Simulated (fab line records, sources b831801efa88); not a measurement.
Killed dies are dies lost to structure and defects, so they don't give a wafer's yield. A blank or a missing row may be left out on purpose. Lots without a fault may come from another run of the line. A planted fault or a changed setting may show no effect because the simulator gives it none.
Split-lot experiment | flow sfq_line | 5 lots, 23 wafers read, on a route of 325 steps

THE SPLIT
At SFQ_TRILAYER_I1_VIA_LITHO_COAT_049 (resist thk 650 nm), the setting spin_rpm was moved away from the recipe's 3000 rpm on 8 of the 23 wafers read, by -7.0% to +5.5%. The other wafers ran this setting at the recipe's value.

The reading is taken at the split's own step.

THE READING
KrF_of_TRILAYER_I1_VIA_LITHO_COAT_049.thk_nm (the simulator's own value, which no gauge read), in nm, at SFQ_TRILAYER_I1_VIA_LITHO_COAT_049 (resist thk 650 nm). The file gives no usual value for it. The 15 wafers here that ran the recipe average 650.7 nm, standard deviation 1.4 nm.

wafer  | tool, chamber at the split | spin_rpm as run, rpm | against the recipe | KrF_of_TRILAYER_I1_VIA_LITHO_COAT_049.thk_nm, nm | against lot-mates on the recipe
L078.1 | litho_track-01, 0          | 2909                 | -3.0%              | 661.2                                            | +10.2
L078.2 | litho_track-01, 0          | 2909                 | -3.0%              | 660.1                                            | +9.1
L078.3 | litho_track-01, 0          | 2909                 | -3.0%              | 659.9                                            | +8.9
L078.5 | litho_track-01, 0          | 3000                 | recipe             | 650.5                                            | -
L078.6 | litho_track-01, 0          | 3000                 | recipe             | 651.4                                            | -
L080.3 | litho_track-01, 0          | 3000                 | recipe             | 649.9                                            | -
L080.4 | litho_track-01, 0          | 3000                 | recipe             | 651.7                                            | -
L080.5 | litho_track-01, 0          | 3000                 | recipe             | 651                                              | -
L082.1 | litho_track-02, 0          | 3000                 | recipe             | 647.6                                            | -
L082.2 | litho_track-02, 0          | 3000                 | recipe             | 650.5                                            | -
L082.3 | litho_track-02, 0          | 3000                 | recipe             | 650.2                                            | -
L082.6 | litho_track-02, 0          | 3000                 | recipe             | 650.2                                            | -
L082.5 | litho_track-02, 0          | 3000                 | recipe             | 650.1                                            | -
L083.1 | litho_track-01, 0          | 3166                 | +5.5%              | 633.7                                            | -16.5
L083.3 | litho_track-01, 0          | 3000                 | recipe             | 649.6                                            | -
L083.4 | litho_track-01, 0          | 3000                 | recipe             | 650.4                                            | -
L083.5 | litho_track-01, 0          | 3166                 | +5.5%              | 632.6                                            | -17.6
L083.6 | litho_track-01, 0          | 3000                 | recipe             | 650.6                                            | -
L084.1 | litho_track-01, 0          | 2789                 | -7.0%              | 676.4                                            | +23.0
L084.2 | litho_track-01, 0          | 3000                 | recipe             | 652.7                                            | -
L084.3 | litho_track-01, 0          | 2789                 | -7.0%              | 677                                              | +23.6
L084.4 | litho_track-01, 0          | 2789                 | -7.0%              | 676.5                                            | +23.1
L084.6 | litho_track-01, 0          | 3000                 | recipe             | 654                                              | -

THE FIT
A straight line over all 23 wafers: KrF_of_TRILAYER_I1_VIA_LITHO_COAT_049.thk_nm changes by -3.48 nm for each +1% of spin_rpm; r = -0.99; the points scatter about the line by 1.4 nm.
The same after taking each lot's own level away (the mean of its wafers on the recipe; 23 wafers): -3.22 nm for each +1%; r = -1.00; scatter 0.8 nm.
On that fit, the largest move of spin_rpm shifts the reading by 23 nm.
The lots' own levels span 649.72 to 653.35 nm, that is 2.6 times the standard deviation above.
So the lot-to-lot level changes the slope little: the two slopes agree.
Check: with one of the wafers moved furthest among these (-7.0%) left out of the fit, the line predicts +22.7 nm for it against its lot-mates. It came out at +23 nm against them.

OTHER SPLITS ON THESE WAFERS
These wafers also went through other splits before the reading. Each is held against what the fit with the lots' levels taken away leaves over:
other split on the same wafers                    | wafers away from the commonest value | r with KrF_of_TRILAYER_I1_VIA_LITHO_COAT_049.thk_nm (lot level and that fit taken away)
SFQ_TRILAYER_INCOMING_OXIDATION_002 ox_time_s     | 15                                   | +0.08
SFQ_TRILAYER_L0_VIA_LITHO_COAT_018 spin_rpm       | 10                                   | +0.17
SFQ_TRILAYER_L0_VIA_BARC_OPEN_VIA_ETCH_021 time_s | 4                                    | +0.20
SFQ_TRILAYER_M0_LITHO_PEB_024 peb_time_s          | 8                                    | +0.00
SFQ_TRILAYER_M0_ETCH_METAL_ETCH_024 time_s        | 7                                    | -0.27
SFQ_TRILAYER_I0_VIA_LITHO_COAT_031 spin_rpm       | 7                                    | -0.44
SFQ_TRILAYER_I0_VIA_LITHO_PEB_034 peb_temp_c      | 10                                   | -0.20
SFQ_TRILAYER_I0_VIA_ETCH_VIA_ETCH_034 bias_w      | 10                                   | -0.10
SFQ_TRILAYER_M1_LITHO_EXPOSE_040 dose_mj          | 9                                    | +0.07

THE FILE'S OWN FIT
KrF_of_TRILAYER_I1_VIA_LITHO_COAT_049.thk_nm changes by -3.21 nm for each +1% of spin_rpm, r = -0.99.
